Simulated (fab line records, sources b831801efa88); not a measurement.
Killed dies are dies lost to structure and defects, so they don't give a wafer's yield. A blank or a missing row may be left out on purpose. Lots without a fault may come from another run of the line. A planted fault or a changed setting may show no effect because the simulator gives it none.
Tool commonality check | flow sky130 | 14 lots, 42 wafers sampled

WHY IT WAS OPENED
At SKY_RES_XHIGH_TW_MEAS_09 the reading RES_XHIGH_TW is flagged on 2 of 14 lots. Wafers without a fault read 1645, standard deviation 11.
Rule: a lot is flagged when every wafer of it that has a number lies more than 4 standard deviations from that mean, or none has a number. The other lots count as sound.

lot  | measured     | on            | RES_XHIGH_TW, wafer by wafer | flag
L805 | day 27 08:23 | film_metro-03 | 1648 1650 1655               |
L809 | day 29 03:20 | film_metro-04 | 1629 1646 1632               |
L810 | day 29 09:20 | film_metro-03 | 1639 1641 1651               |
L811 | day 29 16:59 | film_metro-03 | 1647 1642 1643               |
L812 | day 29 20:49 | film_metro-01 | 30 30 30                     | FLAGGED
L813 | day 30 09:11 | film_metro-03 | 30 30 30                     | FLAGGED
L817 | day 31 08:44 | film_metro-04 | 1628 1641 1635               |
L818 | day 31 20:04 | film_metro-01 | 1644 1642 1636               |
L819 | day 31 21:29 | film_metro-04 | 1638 1636 1639               |
L820 | day 32 13:02 | film_metro-04 | 1621 1622 1630               |
L821 | day 32 18:41 | film_metro-04 | 1636 1635 1626               |
L822 | day 33 05:17 | film_metro-03 | 1656 1658 1656               |
L825 | day 34 00:59 | film_metro-04 | 1645 1647 1643               |
L826 | day 34 05:52 | film_metro-03 | 1654 1648 1657               |
The numbers of the flagged lots are 30 on average: -1615 against the usual, or -99 or more standard deviations.

WHICH TOOL RAN EACH LOT
The record holds 2 process steps before the reading, out of a route of 708 steps. In each cell: the tool, then ch and the chambers that the sampled wafers went through, then the start.
lot  | flag    | SKY_SD_P_STRIP_10                    | SKY_RES_XHIGH_STRIP_08
L805 |         | plasma_asher-02 ch 0,1, day 26 02:49 | plasma_asher-03 ch 0,1, day 27 08:18
L809 |         | plasma_asher-03 ch 0,1, day 27 23:13 | plasma_asher-04 ch 0,1, day 29 03:15
L810 |         | plasma_asher-04 ch 0,1, day 28 05:08 | plasma_asher-04 ch 0,1, day 29 09:14
L811 |         | plasma_asher-02 ch 0, day 28 12:31   | plasma_asher-03 ch 0, day 29 16:53
L812 | FLAGGED | plasma_asher-03 ch 0,1, day 28 16:34 | plasma_asher-01 ch 0,1, day 29 20:43
L813 | FLAGGED | plasma_asher-04 ch 0,1, day 29 05:14 | plasma_asher-03 ch 0,1, day 30 09:04
L817 |         | plasma_asher-04 ch 0,1, day 30 05:01 | plasma_asher-01 ch 0,1, day 31 08:39
L818 |         | plasma_asher-02 ch 0,1, day 30 16:46 | plasma_asher-04 ch 0,1, day 31 19:58
L819 |         | plasma_asher-02 ch 0,1, day 30 18:20 | plasma_asher-04 ch 1, day 31 21:23
L820 |         | plasma_asher-04 ch 0,1, day 31 09:37 | plasma_asher-04 ch 0,1, day 32 12:57
L821 |         | plasma_asher-04 ch 1, day 31 15:23   | plasma_asher-03 ch 0,1, day 32 18:34
L822 |         | plasma_asher-04 ch 0,1, day 32 02:41 | plasma_asher-04 ch 0,1, day 33 05:10
L825 |         | plasma_asher-02 ch 0,1, day 32 22:19 | plasma_asher-03 ch 0,1, day 34 00:53
L826 |         | plasma_asher-02 ch 0,1, day 33 03:04 | plasma_asher-03 ch 0,1, day 34 05:46
What these steps do:
- SKY_SD_P_STRIP_10: strips in O2/N2.
- SKY_RES_XHIGH_STRIP_08: strips in O2/N2.
- SKY_RES_XHIGH_TW_MEAS_09

FLAGGED OVER TOTAL, TOOL BY TOOL (the gauges that took the reading come last)
step                     | tool            | lots run | flagged | share of the flagged lots | sound lots run after its first flagged lot
SKY_SD_P_STRIP_10        | plasma_asher-02 | 6        | 0       | none                      | -
SKY_SD_P_STRIP_10        | plasma_asher-03 | 2        | 1       | some                      | 0
SKY_SD_P_STRIP_10        | plasma_asher-04 | 6        | 1       | some                      | 4 (L817,L820,L821,L822)
SKY_RES_XHIGH_STRIP_08   | plasma_asher-01 | 2        | 1       | some                      | 1 (L817)
SKY_RES_XHIGH_STRIP_08   | plasma_asher-03 | 6        | 1       | some                      | 3 (L821,L825,L826)
SKY_RES_XHIGH_STRIP_08   | plasma_asher-04 | 6        | 0       | none                      | -
SKY_RES_XHIGH_TW_MEAS_09 | film_metro-01   | 2        | 1       | some                      | 1 (L818)
SKY_RES_XHIGH_TW_MEAS_09 | film_metro-03   | 6        | 1       | some                      | 2 (L822,L826)
SKY_RES_XHIGH_TW_MEAS_09 | film_metro-04   | 6        | 0       | none                      | -

WHAT THE TABLE ALLOWS
No row of the table ran every flagged lot.

WHAT THE SIMULATOR HAD PUT IN
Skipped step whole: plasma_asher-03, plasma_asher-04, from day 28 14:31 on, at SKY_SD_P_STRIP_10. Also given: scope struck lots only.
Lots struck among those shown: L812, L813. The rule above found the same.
